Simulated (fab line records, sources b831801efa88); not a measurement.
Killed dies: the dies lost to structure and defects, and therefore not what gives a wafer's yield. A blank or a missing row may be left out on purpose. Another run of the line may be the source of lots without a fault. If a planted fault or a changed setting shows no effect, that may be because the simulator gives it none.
Matching of chambers + flow gf180mcu + cmp-01 running GF_V4_CMP_04: 4 sister chambers
The step polishes SiO2. 4 wafers are shown with their chamber, then 7 later ones without.

== EACH WAFER AND ITS CHAMBER ==
| wafer  | chamber | motor current A (A) |
|--------|---------|---------------------|
| L292.6 | 0       | 11.6                |
| L295.2 | 1       | 11.6                |
| L295.6 | 3       | 9.9                 |
| L298.5 | 2       | 12.6                |

== WAFERS MISSING THEIR CHAMBER ==
| wafer  | motor current A (A) |
|--------|---------------------|
| L298.6 | 12.2                |
| L300.2 | 9.8                 |
| L300.3 | 11.3                |
| L300.6 | 12.4                |
| L301.1 | 12.6                |
| L301.2 | 10.5                |
| L301.5 | 9.8                 |

== WHICH CHAMBER EACH ONE RAN IN ==
| wafer  | from the rows above          | in truth |
|--------|------------------------------|----------|
| L298.6 | can't be placed: 2 or 0 or 1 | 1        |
| L300.2 | 3                            | 3        |
| L300.3 | can't be placed: 0 or 1      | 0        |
| L300.6 | can't be placed: 2 or 0 or 1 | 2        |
| L301.1 | 2                            | 2        |
| L301.2 | can't be placed: 3 or 0 or 1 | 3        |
| L301.5 | 3                            | 3        |
Correctly placed: 3 of 7. These rows do not allow placing 4 (true chamber among the candidates in 4). 0 placed wrongly.
How it was worked out, from the rows above alone: a wafer's distance from a chamber is the root of the sum, over the readings, of the square of ((its reading less the chamber's mean) divided by the reading's scatter). The wafer belongs to the nearest chamber; if the next one is less than 2 further off, it can't be placed. A chamber's mean is the mean of its shown wafers. The scatter: with one shown wafer a chamber, the root of the mean of the squares of how far each hidden wafer lies from its nearest shown one.
